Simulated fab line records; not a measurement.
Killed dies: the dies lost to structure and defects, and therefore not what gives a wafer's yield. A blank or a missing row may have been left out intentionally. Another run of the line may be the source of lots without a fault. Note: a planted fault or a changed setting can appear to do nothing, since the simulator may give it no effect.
Which tool was responsible?    flow gf180mcu    Sampling: 24 lots, 72 wafers, 5 of 602 route steps

== WHAT THE GAUGES READ, wafer by wafer ==
GF_V4_THK_MEAS_01. Usual: V4_CVD_00_THK 601 nm, standard deviation 8.6.
lot   measured      on             V4_CVD_00_THK (nm)  flag
L074  day 25 15:03  film_metro-03  592 608 608         
L075  day 26 04:53  film_metro-04  609 601 607         
L076  day 26 06:52  film_metro-04  602 594 603         
L077  day 26 19:05  film_metro-02  594 596 593         
L078  day 27 04:32  film_metro-02  608 597 595         
L079  day 27 15:27  film_metro-04  600 603 599         
L080  day 27 18:06  film_metro-02  595 607 604         
L081  day 27 23:44  film_metro-03  611 606 602         
L082  day 28 06:48  film_metro-04  594 600 601         
L083  day 28 10:29  film_metro-02  607 616 591         
L084  day 28 18:32  film_metro-03  609 596 605         
L085  day 28 23:41  film_metro-02  591 612 605         
L086  day 29 09:30  film_metro-03  593 603 589         
L087  day 29 15:54  film_metro-04  613 596 613         
L088  day 29 23:08  film_metro-03  612 592 609         
L089  day 29 23:57  film_metro-04  585 601 611         
L090  day 30 10:59  film_metro-04  610 615 606         
L092  day 31 03:13  film_metro-04  588 600 604         
L093  day 31 03:19  film_metro-02  593 602 590         
L094  day 31 09:29  film_metro-03  593 599 587         
L095  day 31 16:26  film_metro-03  609 610 599         
L096  day 32 01:15  film_metro-02  598 607 589         
L097  day 31 22:46  film_metro-04  585 587 590         
L091  day 32 02:31  film_metro-04  606 611 594         

== WHICH TOOL RAN EACH LOT (tool, then ch and the chambers of the sampled wafers, then the start) ==
lot   GF_M3_SPUTTER_01              GF_M3_METAL_ETCH_16                GF_M4_SPUTTER_00              GF_M4_SPUTTER_01
L074  pvd_sputter-04, day 22 12:07  rie_metal-03 ch 0,1, day 23 12:55  pvd_sputter-01, day 24 15:56  pvd_sputter-01, day 24 16:02
L075  pvd_sputter-02, day 23 00:47  rie_metal-03 ch 0,1, day 24 01:16  pvd_sputter-04, day 25 04:28  pvd_sputter-04, day 25 04:34
L076  pvd_sputter-02, day 23 04:50  rie_metal-03 ch 0,1, day 24 04:37  pvd_sputter-03, day 25 07:04  pvd_sputter-03, day 25 07:10
L077  pvd_sputter-01, day 23 17:30  rie_metal-04 ch 0,1, day 24 17:28  pvd_sputter-04, day 25 19:20  pvd_sputter-04, day 25 19:26
L078  pvd_sputter-04, day 24 04:40  rie_metal-03 ch 0, day 25 03:49    pvd_sputter-01, day 26 05:22  pvd_sputter-01, day 26 05:28
L079  pvd_sputter-02, day 24 16:24  rie_metal-02 ch 0,1, day 25 15:43  pvd_sputter-01, day 26 16:55  pvd_sputter-01, day 26 17:01
L080  pvd_sputter-01, day 24 18:02  rie_metal-04 ch 1, day 25 17:19    pvd_sputter-03, day 26 19:01  pvd_sputter-03, day 26 19:07
L081  pvd_sputter-01, day 25 00:25  rie_metal-03 ch 0,1, day 25 23:25  pvd_sputter-03, day 27 00:48  pvd_sputter-03, day 27 00:54
L082  pvd_sputter-02, day 25 08:25  rie_metal-02 ch 0,1, day 26 07:40  pvd_sputter-04, day 27 07:40  pvd_sputter-04, day 27 07:46
L083  pvd_sputter-04, day 25 12:49  rie_metal-04 ch 0,1, day 26 11:34  pvd_sputter-03, day 27 12:23  pvd_sputter-03, day 27 12:29
L084  pvd_sputter-04, day 25 20:35  rie_metal-03 ch 0,1, day 26 19:10  pvd_sputter-03, day 27 19:56  pvd_sputter-03, day 27 20:02
L085  pvd_sputter-04, day 26 02:25  rie_metal-04 ch 0,1, day 27 01:22  pvd_sputter-03, day 28 01:59  pvd_sputter-03, day 28 02:05
L086  pvd_sputter-02, day 26 14:32  rie_metal-03 ch 0, day 27 12:37    pvd_sputter-01, day 28 12:26  pvd_sputter-01, day 28 12:32
L087  pvd_sputter-02, day 26 19:32  rie_metal-02 ch 0,1, day 27 17:29  pvd_sputter-04, day 28 18:04  pvd_sputter-04, day 28 18:10
L088  pvd_sputter-04, day 27 04:34  rie_metal-03 ch 0,1, day 28 02:34  pvd_sputter-04, day 29 01:55  pvd_sputter-04, day 29 02:01
L089  pvd_sputter-02, day 27 04:55  rie_metal-04 ch 0,1, day 28 02:46  pvd_sputter-03, day 29 02:04  pvd_sputter-03, day 29 02:10
L090  pvd_sputter-04, day 27 16:23  rie_metal-03 ch 0,1, day 28 13:52  pvd_sputter-01, day 29 13:21  pvd_sputter-01, day 29 13:27
L092  pvd_sputter-04, day 28 09:25  rie_metal-04 ch 0,1, day 29 06:32  pvd_sputter-01, day 30 06:07  pvd_sputter-01, day 30 06:13
L093  pvd_sputter-04, day 28 10:26  rie_metal-02 ch 0,1, day 29 07:04  pvd_sputter-04, day 30 06:28  pvd_sputter-04, day 30 06:34
L094  pvd_sputter-01, day 28 17:06  rie_metal-03 ch 0,1, day 29 13:49  pvd_sputter-04, day 30 12:37  pvd_sputter-04, day 30 12:43
L095  pvd_sputter-04, day 28 23:05  rie_metal-03 ch 0,1, day 29 19:43  pvd_sputter-01, day 30 20:22  pvd_sputter-01, day 30 20:28
L096  pvd_sputter-01, day 29 06:32  rie_metal-04 ch 0,1, day 30 03:04  pvd_sputter-03, day 31 05:22  pvd_sputter-03, day 31 05:28
L097  pvd_sputter-04, day 29 07:19  rie_metal-02 ch 0,1, day 30 03:42  pvd_sputter-01, day 31 02:32  pvd_sputter-01, day 31 02:38
L091  pvd_sputter-02, day 29 12:55  rie_metal-02 ch 0,1, day 30 09:01  pvd_sputter-03, day 31 06:38  pvd_sputter-03, day 31 06:44
- GF_M3_SPUTTER_01: material TiN, target thk 30 nm, time 25 s.
- GF_M3_METAL_ETCH_16: etches the open film in Cl2/BCl3, stops on SiO2, target depth 627.5 nm, time 104.6 s.
- GF_M4_SPUTTER_00: material Ti, target thk 37.5 nm, time 150 s.
- GF_M4_SPUTTER_01: material TiN, target thk 30 nm, time 25 s.

== WHAT THE TOOLS THEMSELVES READ (means of the sampled wafers that have a number; where no wafer has one, the mark that the record gives instead) ==
GF_M3_SPUTTER_01. Usual: throttle_valve_pct reads 29.9 % (standard deviation 1.3).
lot   tool            throttle_valve_pct (%)  flag
L074  pvd_sputter-04  29.7                    
L075  pvd_sputter-02  29.3                    
L076  pvd_sputter-02  29.9                    
L077  pvd_sputter-01  30.2                    
L078  pvd_sputter-04  29.7                    
L079  pvd_sputter-02  30.0                    
L080  pvd_sputter-01  29.8                    
L081  pvd_sputter-01  29.5                    
L082  pvd_sputter-02  29.3                    
L083  pvd_sputter-04  30.1                    
L084  pvd_sputter-04  29.2                    
L085  pvd_sputter-04  30.4                    
L086  pvd_sputter-02  28.5                    
L087  pvd_sputter-02  29.1                    
L088  pvd_sputter-04  30.9                    
L089  pvd_sputter-02  29.1                    
L090  pvd_sputter-04  30.1                    
L092  pvd_sputter-04  29.5                    
L093  pvd_sputter-04  30.3                    
L094  pvd_sputter-01  30.4                    
L095  pvd_sputter-04  30.0                    
L096  pvd_sputter-01  30.3                    
L097  pvd_sputter-04  29.2                    
L091  pvd_sputter-02  29.3                    

GF_M3_METAL_ETCH_16. Usual: drypump_motor_current_A 5.58 A, standard deviation 0.29; oes_product_au 0.971 a.u., standard deviation 0.0065; throttle_valve_pct 28.250 %, standard deviation 0.01.
lot   tool          drypump_motor_current_A (A)  oes_product_au (a.u.)  throttle_valve_pct (%)  flag
L074  rie_metal-03  5.31                         0.966                  28.262                  
L075  rie_metal-03  5.30                         0.973                  28.249                  
L076  rie_metal-03  5.26                         0.969                  28.255                  
L077  rie_metal-04  5.69                         0.969                  28.248                  
L078  rie_metal-03  5.38                         0.967                  28.255                  
L079  rie_metal-02  5.89                         0.972                  28.254                  
L080  rie_metal-04  5.88                         0.977                  28.242                  
L081  rie_metal-03  5.26                         0.981                  28.238                  
L082  rie_metal-02  5.92                         0.969                  28.250                  
L083  rie_metal-04  5.79                         0.968                  28.258                  
L084  rie_metal-03  5.27                         0.978                  28.239                  
L085  rie_metal-04  5.70                         0.969                  28.257                  
L086  rie_metal-03  5.36                         0.968                  28.251                  
L087  rie_metal-02  5.90                         0.967                  28.250                  
L088  rie_metal-03  5.33                         0.969                  28.258                  
L089  rie_metal-04  5.68                         0.972                  28.245                  
L090  rie_metal-03  5.28                         0.972                  28.247                  
L092  rie_metal-04  5.79                         0.963                  28.260                  
L093  rie_metal-02  5.90                         0.966                  28.253                  
L094  rie_metal-03  5.31                         0.982                  28.230                  
L095  rie_metal-03  5.31                         0.968                  28.252                  
L096  rie_metal-04  5.70                         0.973                  28.242                  
L097  rie_metal-02  5.89                         0.971                  28.248                  
L091  rie_metal-02  5.89                         0.974                  28.241                  

GF_M4_SPUTTER_00. Usual: throttle_valve_pct reads 29.8 % (standard deviation 1.1).
lot   tool            throttle_valve_pct (%)  flag
L074  pvd_sputter-01  30.4                    
L075  pvd_sputter-04  30.8                    
L076  pvd_sputter-03  29.6                    
L077  pvd_sputter-04  31.2                    
L078  pvd_sputter-01  29.9                    
L079  pvd_sputter-01  30.0                    
L080  pvd_sputter-03  29.6                    
L081  pvd_sputter-03  29.1                    
L082  pvd_sputter-04  29.7                    
L083  pvd_sputter-03  28.8                    
L084  pvd_sputter-03  29.0                    
L085  pvd_sputter-03  29.6                    
L086  pvd_sputter-01  29.5                    
L087  pvd_sputter-04  30.8                    
L088  pvd_sputter-04  29.7                    
L089  pvd_sputter-03  29.1                    
L090  pvd_sputter-01  30.0                    
L092  pvd_sputter-01  30.0                    
L093  pvd_sputter-04  29.4                    
L094  pvd_sputter-04  29.5                    
L095  pvd_sputter-01  29.9                    
L096  pvd_sputter-03  29.6                    
L097  pvd_sputter-01  29.7                    
L091  pvd_sputter-03  29.6                    

GF_M4_SPUTTER_01. Usual: throttle_valve_pct reads 29.8 % (standard deviation 1.1).
lot   tool            throttle_valve_pct (%)  flag
L074  pvd_sputter-01  30.4                    
L075  pvd_sputter-04  30.9                    
L076  pvd_sputter-03  29.6                    
L077  pvd_sputter-04  31.2                    
L078  pvd_sputter-01  30.0                    
L079  pvd_sputter-01  30.1                    
L080  pvd_sputter-03  29.7                    
L081  pvd_sputter-03  29.0                    
L082  pvd_sputter-04  29.7                    
L083  pvd_sputter-03  29.1                    
L084  pvd_sputter-03  29.0                    
L085  pvd_sputter-03  29.6                    
L086  pvd_sputter-01  29.3                    
L087  pvd_sputter-04  30.7                    
L088  pvd_sputter-04  29.8                    
L089  pvd_sputter-03  29.0                    
L090  pvd_sputter-01  30.0                    
L092  pvd_sputter-01  29.9                    
L093  pvd_sputter-04  29.7                    
L094  pvd_sputter-04  29.5                    
L095  pvd_sputter-01  29.7                    
L096  pvd_sputter-03  29.7                    
L097  pvd_sputter-01  29.6                    
L091  pvd_sputter-03  29.7                    

== THE ANSWER, worked out from the rows above alone ==
Rule: take the mean of a lot's wafers that have a number; if it is more than 3 standard deviations from the usual mean, the lot is off. Also off: a lot with no number at a reading for which 4 or more lots have one. The other lots that the step has rows for count as sound. After the gauges, taken in route order, come the tools' own readings; for these a lot's mean is taken, as printed above. At the first step where some lot is off, the reading lying furthest off is the one used; lots without a number count as furthest.
None of the lots is off at any reading shown; this tells nothing.

== WHAT WAS PUT IN BY THE SIMULATOR ==
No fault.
